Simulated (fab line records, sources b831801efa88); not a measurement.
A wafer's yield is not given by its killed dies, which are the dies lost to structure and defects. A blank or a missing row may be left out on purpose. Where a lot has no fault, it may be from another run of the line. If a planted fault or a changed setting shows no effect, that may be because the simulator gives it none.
Comparing a struck lot with a sound one | flow sky130 | 44 steps out of a route of 708
Sound: these wafers, L766.1, L766.2, L766.4. The struck wafers were L773.1, L773.3, L773.6. At the end, the cause is stated.
Per side, at each step with rows, come the tool, then ch with its chambers, and then its first start. Under that, the readings that differ: sound wafers | struck wafers | difference of the means | sigmas: that difference in standard deviations of wafers without a fault.
alike: a reading whose means differ by less than 2 such deviations, as well as words and numbers matching on both sides. not compared: withheld readings; readings where some wafer has no value; bounds like >300 that might hide an equal value; numbers whose values overlap and for which the record gives no deviation.
Wherever a step has rows on one side only, a row that says differs or no value, or a row with sigmas, the two part there. When numbers do not overlap yet have no deviation, they are printed without sigmas and do not part them. A reading missing from all wafers of one side parts the sides only when that side holds two or more wafers.

first, 1 step without rows for these wafers: SKY_SONOS_TUNNEL_DEVELOP_06 (develop time 60 s).
SKY_SONOS_TUNNEL_CD_MEAS_07: target cd 410 nm.
  sound on cd-sem-01 at day 14 01:02; struck on cd-sem-01 at day 16 05:53
  alike: cd-nm
SKY_SONOS_TUNNEL_OVL_MEAS_08:
  sound on overlay-01 at day 14 01:09; struck on overlay-01 at day 16 06:00
  alike: SONOS_TUNNEL_OVL
then, 3 steps without rows for these wafers: SKY_SONOS_TUNNEL_IMPLANT_09; SKY_SONOS_TUNNEL_WET_ETCH_10 (etches SiO2 in dHF, target depth 14 nm, time 280 s); SKY_SONOS_TUNNEL_STRIP_11 (strips in SPM, time 600 s).
SKY_SONOS_TUNNEL_TW_MEAS_12:
  sound on film-metro-02 at day 14 01:37; struck on film-metro-02 at day 16 06:28
  alike: SONOS_TUNNEL_TW
then, 2 steps without rows for these wafers: SKY_SONOS_TUNNEL_CLEAN_13 (cleans in dHF, time 20 s); SKY_SONOS_ONO_OXIDATION_00 (stabilise 600 s, purge 300 s, target thk 2.6 nm).
SKY_SONOS_ONO_THK_MEAS_01:
  sound on film-metro-02 at day 14 03:03; struck on film-metro-01 at day 16 09:35
  alike: SONOS_ONO_OXIDATION_THK
then, 1 step without rows for these wafers: SKY_SONOS_ONO_CVD_02 (deposits Si3N4 from DCS/NH3, target thk 10.5 nm, time 180 s).
SKY_SONOS_ONO_THK_MEAS_03:
  sound on film-metro-02 at day 14 05:31; struck on film-metro-03 at day 16 10:52
  alike: SONOS_ONO_CVD_02_THK
SKY_SONOS_ONO_CVD_04: deposits SiO2 from SiH4/N2O, target thk 5.7199 nm.
  sound on lpcvd-03 ch 1, day 14 05:35; struck on lpcvd-03 ch 0, day 16 10:56
  reading                                    | sound             | struck            | difference | sigmas
  model.SiO2_of_SONOS_ONO_CVD_04.thk-nm (nm) | 5.597 5.577 5.631 | 6.762 6.715 6.687 | +1.120     |
SKY_SONOS_ONO_THK_MEAS_05:
  sound on film-metro-03 at day 14 06:50; struck on film-metro-03 at day 16 12:11
  reading                   | sound          | struck         | difference | sigmas
  SONOS_ONO_CVD_04_THK (nm) | 5.59 5.60 5.64 | 6.84 6.70 6.68 | +1.13      | +11
then, 7 steps without rows for these wafers: SKY_SONOS_ONO_DEHYDRATE_06 (time 60 s); SKY_SONOS_ONO_HMDS_07 (prime time 60 s); SKY_SONOS_ONO_COAT_08 (resist thk 1140 nm); SKY_SONOS_ONO_SOFTBAKE_09 (time 60 s); SKY_SONOS_ONO_EXPOSE_10 (exposes mask ONOM, target cd 410 nm); SKY_SONOS_ONO_PEB_11; SKY_SONOS_ONO_DEVELOP_12 (develop time 60 s).
SKY_SONOS_ONO_CD_MEAS_13: target cd 410 nm.
  sound on cd-sem-01 at day 15 08:57; struck on cd-sem-01 at day 17 16:52
  alike: cd-nm
SKY_SONOS_ONO_OVL_MEAS_14:
  sound on overlay-01 at day 15 09:04; struck on overlay-01 at day 17 16:59
  alike: SONOS_ONO_OVL
SKY_SONOS_ONO_ETCH_15: etches the open film in CHF3/O2, target depth 19.52 nm, time 7.8 s.
  sound on rie-diel-02 ch 0,2,3, day 15 09:07; struck on rie-diel-04 ch 0,2, day 17 17:01
  alike: drypump-motor-current-A, oes-product-au, rf-fwd-power-W, throttle-valve-pct
  not compared: rf-hours-counter-h
then, 1 step without rows for these wafers: SKY_SONOS_ONO_WET_ETCH_16 (etches SiO2 in dHF, target depth 14 nm, time 280 s).
SKY_SONOS_ONO_STRIP_17: strips in O2/N2.
  sound on plasma-asher-03 ch 0,1, day 15 09:13; struck on plasma-asher-04 ch 0,1, day 17 17:08
  alike: drypump-motor-current-A, n2-flow-sccm, o2-flow-sccm, oes-product-au, strip-time-to-endpoint-s
  not compared: rf-hours-counter-h
then, 3 steps without rows for these wafers: SKY_SONOS_ONO_WET_ETCH_18 (etches Si3N4 in H3PO4, target depth 15 nm, time 172 s); SKY_GATE_OXIDE_CLEAN_00 (cleans in SC1/SC2, time 150 s); SKY_GATE_OXIDE_OXIDATION_01 (stabilise 600 s, purge 300 s, target thk 10.268 nm).
SKY_GATE_OXIDE_THK_MEAS_02:
  sound on film-metro-04 at day 15 14:16; struck on film-metro-04 at day 17 19:13
  alike: GATE_OXIDE_OXIDATION_00_THK
then, 7 steps without rows for these wafers: SKY_GATE_OXIDE_DEHYDRATE_03 (time 60 s); SKY_GATE_OXIDE_HMDS_04 (prime time 60 s); SKY_GATE_OXIDE_COAT_05 (resist thk 1140 nm); SKY_GATE_OXIDE_SOFTBAKE_06 (time 60 s); SKY_GATE_OXIDE_EXPOSE_07 (exposes mask LVOM, target cd 600 nm); SKY_GATE_OXIDE_PEB_08; SKY_GATE_OXIDE_DEVELOP_09 (develop time 60 s).
SKY_GATE_OXIDE_OVL_MEAS_10:
  sound on overlay-01 at day 16 18:12; struck on overlay-02 at day 19 00:24
  alike: GATE_OXIDE_OVL
then, 2 steps without rows for these wafers: SKY_GATE_OXIDE_IMPLANT_11; SKY_GATE_OXIDE_WET_ETCH_12 (etches SiO2 in dHF, target depth 16.8 nm, time 336 s).
SKY_GATE_OXIDE_STRIP_13: strips in O2/N2.
  sound on plasma-asher-01 ch 0,1, day 16 18:30; struck on plasma-asher-04 ch 0,1, day 19 00:42
  alike: drypump-motor-current-A, n2-flow-sccm, o2-flow-sccm, oes-product-au, strip-time-to-endpoint-s
  not compared: rf-hours-counter-h
SKY_GATE_OXIDE_TW_MEAS_14:
  sound on film-metro-04 at day 16 18:36; struck on film-metro-02 at day 19 00:48
  alike: GATE_OXIDE_TW
SKY_GATE_OXIDE_CLEAN_15: cleans in SC1/SC2, time 150 s.
  sound on wet-bench-01 ch 2, day 16 18:40; struck on wet-bench-01 ch 0, day 19 00:52
  reading                                    | sound             | struck           | difference | sigmas
  model.SiO2_of_SONOS_ONO_CVD_04.thk-nm (nm) | 4.083 4.065 4.122 | 5.23 5.181 5.158 | +1.10      |
-- the record jumps here: 30 days lie between the struck wafers' starts before and after (it left off in module GATE_OXIDE and takes up again in module PAD_OPEN, whose first step shown is number 708 of the route) --
SKY_PAD_OPEN_PROBE_99:
  sound on prober-01 at day 47 20:47; struck on prober-02 at day 49 05:17
  reading                                     | sound                | struck               | difference | sigmas
  killed-at-contacts                          | 28 38 16             | 21 18 12             | -10        | -2
  model.etest.sonos-erased.drive-ua-um        | 180 208.7 168.8      | 126.8 135.6 117.3    | -59.3      |
  model.etest.sonos-uncharged.r-on-ohm-um     | 796.3 795.7 814.7    | 850.2 848.9 836      | +42.8      |
  model.etest.cap-ono.gate-log10-a-cm2        | -7.897 -7.817 -7.894 | -9.192 -9.155 -9.235 | -1.325     |
  model.etest.cap-ono.gate-bv-v (V)           | 16.23 15.98 16.78    | 17.22 17.4 17.67     | +1.10      |
  model.etest.cap-ono.tox-acc-nm (nm)         | 12.85 12.83 12.89    | 14 13.87 13.92       | +1         |
  model.etest.sonos-programmed.off-log10-a-um | -13.86 -13.9 -14.11  | -13.25 -13.05 -12.91 | +0.89      |
  model.etest.sonos-programmed.vt-v (V)       | 1.487 1.477 1.491    | 0.9398 0.9232 0.9195 | -0.5575    |
  model.etest.sonos-erased.vt-v (V)           | -2.268 -2.328 -2.27  | -1.726 -1.782 -1.711 | +0.549     |
  alike: killed_at_M0_to_M3, killed_at_M4_up, killed-at-front-end, killed-at-other, killed-dies, killed-open, killed-short

WHERE THEY PART
First at SKY_SONOS_ONO_THK_MEAS_05; last, within this record, at SKY_PAD_OPEN_PROBE_99.

WHY: whatever the simulator had introduced
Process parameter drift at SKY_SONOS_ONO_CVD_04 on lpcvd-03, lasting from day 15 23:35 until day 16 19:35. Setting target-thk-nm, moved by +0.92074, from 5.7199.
